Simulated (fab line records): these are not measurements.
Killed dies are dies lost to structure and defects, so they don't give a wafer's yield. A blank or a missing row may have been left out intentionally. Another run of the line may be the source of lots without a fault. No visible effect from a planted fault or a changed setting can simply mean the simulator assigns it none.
Which tool did it? | flow sky130 | 13 lots with 39 wafers sampled at 4 steps, on a route of 708 steps

## WHAT THE GAUGES READ, wafer by wafer
SKY_CAPM_THK_MEAS_01. Usual: CAPM_CVD_00_THK 15.50 nm, standard deviation 0.27.
lot  | measured     | on            | CAPM_CVD_00_THK (nm) | flag
L526 | day 38 03:32 | film-metro-02 | 15.23 15.38 15.13    |
L528 | day 38 21:56 | film-metro-01 | 15.43 15.52 15.71    |
L529 | day 39 00:59 | film-metro-01 | 15.77 15.94 16.08    |
L530 | day 39 09:59 | film-metro-03 | 15.88 15.80 16.14    |
L532 | day 40 01:42 | film-metro-02 | 15.34 15.91 15.42    |
L533 | day 40 05:46 | film-metro-02 | 15.29 15.43 15.30    |
L534 | day 40 08:58 | film-metro-03 | 15.48 16.24 15.65    |
L537 | day 41 07:02 | film-metro-01 | 15.44 15.53 15.50    |
L538 | day 41 11:32 | film-metro-01 | 15.00 15.99 15.35    |
L542 | day 42 11:34 | film-metro-03 | 15.13 15.41 15.51    |
L544 | day 43 04:45 | film-metro-01 | 15.31 15.65 15.57    |
L545 | day 43 08:40 | film-metro-01 | 15.44 15.75 16.01    |
L547 | day 44 00:22 | film-metro-02 | 15.43 15.20 15.46    |

SKY_VIA3_CD_MEAS_12: target cd 200 nm. Usual: cd-nm 199.4 nm, standard deviation 1.5.
lot  | measured     | on        | cd-nm (nm)        | flag
L526 | day 41 09:20 | cd-sem-02 | 199.1 198.8 199.2 |
L528 | day 42 04:56 | cd-sem-01 | 198.5 198.5 197.3 |
L529 | day 42 06:10 | cd-sem-01 | 199.6 198.9 200.4 |
L530 | day 42 14:48 | cd-sem-02 | 201.4 201.4 201.0 |
L532 | day 43 05:29 | cd-sem-01 | 197.7 198.4 198.8 |
L533 | day 43 08:03 | cd-sem-02 | 197.3 197.1 196.9 |
L534 | day 43 10:38 | cd-sem-02 | 201.0 200.1 199.8 |
L537 | day 44 08:58 | cd-sem-02 | 199.7 199.4 200.6 |
L538 | day 44 14:13 | cd-sem-02 | 200.4 199.8 199.5 |
L542 | day 45 09:44 | cd-sem-01 | 198.6 198.0 198.3 |
L544 | day 46 03:39 | cd-sem-01 | 203.6 201.9 202.8 |
L545 | day 46 06:55 | cd-sem-01 | 199.1 197.2 197.4 |
L547 | day 46 20:38 | cd-sem-02 | 199.8 199.1 199.7 |

## WHICH TOOL RAN EACH LOT (tool, then ch and the chambers of the sampled wafers, then the start)
lot  | SKY_METAL3_METAL_ETCH_18          | SKY_METAL3_STRIP_19
L526 | rie-metal-03 ch 0,1, day 40 07:41 | plasma-asher-02 ch 0,1, day 40 07:51
L528 | rie-metal-03 ch 1, day 41 02:35   | plasma-asher-03 ch 0,1, day 41 02:45
L529 | rie-metal-01 ch 0,1, day 41 04:12 | plasma-asher-01 ch 0,1, day 41 04:21
L530 | rie-metal-03 ch 0,1, day 41 13:08 | plasma-asher-01 ch 0, day 41 13:19
L532 | rie-metal-02 ch 0,1, day 42 04:05 | plasma-asher-02 ch 0,1, day 42 04:16
L533 | rie-metal-01 ch 0,1, day 42 07:31 | plasma-asher-01 ch 0,1, day 42 07:41
L534 | rie-metal-03 ch 0,1, day 42 09:49 | plasma-asher-01 ch 0,1, day 42 09:59
L537 | rie-metal-01 ch 0, day 43 07:50   | plasma-asher-01 ch 0,1, day 43 08:06
L538 | rie-metal-01 ch 0, day 43 13:28   | plasma-asher-01 ch 0,1, day 43 13:44
L542 | rie-metal-01 ch 0,1, day 44 10:32 | plasma-asher-02 ch 0,1, day 44 10:43
L544 | rie-metal-03 ch 0,1, day 45 04:05 | plasma-asher-03 ch 0,1, day 45 04:16
L545 | rie-metal-02 ch 0,1, day 45 07:35 | plasma-asher-02 ch 0,1, day 45 07:46
L547 | rie-metal-02 ch 0,1, day 45 22:04 | plasma-asher-01 ch 0,1, day 45 22:18
- SKY_METAL3_METAL_ETCH_18: etches the open film in Cl2/BCl3, stops on SiO2, target depth 845 nm, time 183.1 s.
- SKY_METAL3_STRIP_19: strips in O2/N2.

## WHAT THE TOOLS THEMSELVES READ (means of the sampled wafers that have a number; where no wafer has one, the mark that the record gives instead)
SKY_METAL3_METAL_ETCH_18. Usual: drypump-motor-current-A 5.44 A, standard deviation 0.28; mfc-cl2-sccm 59.99 sccm, standard deviation 0.18; oes-product-au 0.863 a.u., standard deviation 0.0069; throttle-valve-pct 22.264 %, standard deviation 0.0094.
lot  | tool         | drypump-motor-current-A (A) | mfc-cl2-sccm (sccm) | oes-product-au (a.u.) | throttle-valve-pct (%) | flag
L526 | rie-metal-03 | 5.41                        | 59.75               | 0.862                 | 22.263                 |
L528 | rie-metal-03 | 5.62                        | 59.86               | 0.863                 | 22.265                 |
L529 | rie-metal-01 | 5.56                        | 59.94               | 0.852                 | 22.261                 |
L530 | rie-metal-03 | 5.23                        | 60.22               | 0.872                 | 22.269                 |
L532 | rie-metal-02 | 5.38                        | 59.87               | 0.864                 | 22.270                 |
L533 | rie-metal-01 | 5.58                        | 60.10               | 0.860                 | 22.267                 |
L534 | rie-metal-03 | 5.24                        | 59.88               | 0.864                 | 22.267                 |
L537 | rie-metal-01 | 5.74                        | 59.97               | 0.862                 | 22.255                 |
L538 | rie-metal-01 | 5.75                        | 59.98               | 0.866                 | 22.274                 |
L542 | rie-metal-01 | 5.42                        | 59.89               | 0.867                 | 22.264                 |
L544 | rie-metal-03 | 5.44                        | 60.12               | 0.863                 | 22.263                 |
L545 | rie-metal-02 | 5.39                        | 59.98               | 0.865                 | 22.262                 |
L547 | rie-metal-02 | 5.38                        | 60.12               | 0.864                 | 22.261                 |

SKY_METAL3_STRIP_19. Usual: drypump-motor-current-A 5.6 A, standard deviation 0.5; oes-product-au 0.504 a.u., standard deviation 0.0065; strip-time-to-endpoint-s 6.58 s, standard deviation 0.097.
lot  | tool            | drypump-motor-current-A (A) | oes-product-au (a.u.) | strip-time-to-endpoint-s (s) | flag
L526 | plasma-asher-02 | 5.2                         | 0.503                 | 6.52                         |
L528 | plasma-asher-03 | 6.1                         | 0.500                 | 6.57                         |
L529 | plasma-asher-01 | 6.0                         | 0.508                 | 6.64                         |
L530 | plasma-asher-01 | 5.2                         | 0.505                 | 6.54                         |
L532 | plasma-asher-02 | 5.2                         | 0.500                 | 6.50                         |
L533 | plasma-asher-01 | 6.0                         | 0.509                 | 6.67                         |
L534 | plasma-asher-01 | 6.0                         | 0.503                 | 6.60                         |
L537 | plasma-asher-01 | 5.7                         | 0.506                 | 6.72                         |
L538 | plasma-asher-01 | 5.6                         | 0.510                 | 6.77                         |
L542 | plasma-asher-02 | 5.2                         | 0.531                 | 7.17                         | OFF
L544 | plasma-asher-03 | 6.1                         | 0.503                 | 6.57                         |
L545 | plasma-asher-02 | 5.2                         | 0.498                 | 6.42                         |
L547 | plasma-asher-01 | 5.9                         | 0.488                 | 6.40                         |

## THE ANSWER, worked out from the rows above alone
Rule: a lot counts as off when the mean over its wafers that have a number is more than 3 standard deviations away from the usual mean. A lot without any number at a reading at which 4 lots or more have one is off too. Where the step has rows for the other lots, those lots are counted as sound. Order of review: gauges by route order, followed by the tools' own readings, for which a lot's mean as printed above is used. The first step at which some lot is off is used, and at that step the reading that is off furthest; a lot without a number counts as furthest.
Off: L542, at SKY_METAL3_STRIP_19 (strip-time-to-endpoint-s).
A tool fits if, at that step or a process step before it, it ran every lot that is off, and no sound lot after the first of them. One fits: rie-metal-01 at SKY_METAL3_METAL_ETCH_18. Its last sound lot is L538 (day 43 13:28), its first lot that is off L542 (day 44 10:32): a fault that began between those two fits.

## WHAT HAD BEEN PUT IN BY THE SIMULATOR
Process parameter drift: rie-metal-01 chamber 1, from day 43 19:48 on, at SKY_METAL3_METAL_ETCH_18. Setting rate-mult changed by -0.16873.
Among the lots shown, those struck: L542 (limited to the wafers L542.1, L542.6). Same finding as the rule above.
